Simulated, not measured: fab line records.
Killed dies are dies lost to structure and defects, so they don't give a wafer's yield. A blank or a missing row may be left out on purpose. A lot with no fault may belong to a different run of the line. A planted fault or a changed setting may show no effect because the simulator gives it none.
Code-filled problem report in 8D (eight disciplines) form	flow sky130	the parts of the form that need people (team, actions taken, sign-off) are left out

== 1. THE PROBLEM ==
Wafers free of any fault read 220.1 (standard deviation 1.4) for VT_ADJUST_NCORE_TW at SKY_VT_ADJUST_NCORE_TW_MEAS_11, against a mean of 235.7 on 6 wafers of 2 lots. Measured from the usual mean, that is +11 standard deviations.
Earliest sighting: wafer L785.1 on film-metro-04 at day 11 20:59. At this step, 36 wafers from 12 lots have a number in the record. The rule behind "out" and "out of limits": a value lying over 4 standard deviations away from the usual mean. The other wafers with a number count as sound.

== 2. WHAT IT IS, WHAT IT ISN'T ==
question	is	is not
which readings at this step	VT_ADJUST_NCORE_TW	-
which lots	L785, L787	L774, L775, L779, L781, L783, L789, L791, L794, L796, L797
which wafers of those lots	all that have a number	-
read on which gauges	film-metro-01, film-metro-04	film-metro-03
when	from day 11 20:59	up to then (15 sound wafers); but 15 sound wafers of L789, L791, L794, L796, L797 came after

== 3. SUSPECTS, AND WHAT RULES EACH OUT ==
Counting: a tool at any process step up to the reading remains a suspect when it ran all the lots that are out and ran no sound lot after the first of those.
- the gauge at SKY_VT_ADJUST_NCORE_TW_MEAS_11 has been ruled out. 2 gauges (film-metro-01, film-metro-04) read the wafers that are out.
- implanter-01 at SKY_VT_ADJUST_NCORE_IMPLANT_09: kept. It ran every lot that is out, first L785 (day 11 20:44), and no sound lot after that; its last sound lot up to then is L774 (day 8 18:55). On those wafers its own readings are out: beam-energy-keV.
Left after counting: implanter-01 at SKY_VT_ADJUST_NCORE_IMPLANT_09.

== 4. THE CAUSE (what the simulator had put in) ==
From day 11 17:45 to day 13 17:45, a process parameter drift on implanter-01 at SKY_VT_ADJUST_NCORE_IMPLANT_09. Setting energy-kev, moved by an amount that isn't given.
After counting, this tool was the only one left.

== 5. SEQUENCE OF EFFECTS, ordered by route ==
Each row: a reading whose mean over the struck wafers that have a number lies more than 3 standard deviations from the usual. Readings are gone through only where the record gives a usual standard deviation; hours: the median, over the lots, of the time from a lot's start at the first step in this table giving one to that lot's start at this step; sigmas: the change measured in usual standard deviations.
hours	step	reading	usual	on struck wafers	change	sigmas
0	SKY_VT_ADJUST_NCORE_IMPLANT_09	beam-energy-keV	10.001	13.588	+3.587	+99 or more
0	SKY_VT_ADJUST_NCORE_TW_MEAS_11	VT_ADJUST_NCORE_TW	220.1	235.7	+15.6	+11
Here are the process steps it includes:
- SKY_VT_ADJUST_NCORE_IMPLANT_09

== 6. WHAT WOULD HAVE CAUGHT IT SOONER ==
In this record the first reading out of limits at a measuring or inspecting step was taken at day 11 20:59, 3 hours after the fault began at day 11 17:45.
At SKY_VT_ADJUST_NCORE_IMPLANT_09, the tool's own readings (beam-energy-keV) were out on each struck wafer the step has a row for, so an alarm limit on them would have fired on the first such wafer.
Lots out: 2; of these, L787 started SKY_VT_ADJUST_NCORE_IMPLANT_09 on implanter-01 after day 11 20:59. A hold on the tool at that time would have spared it.
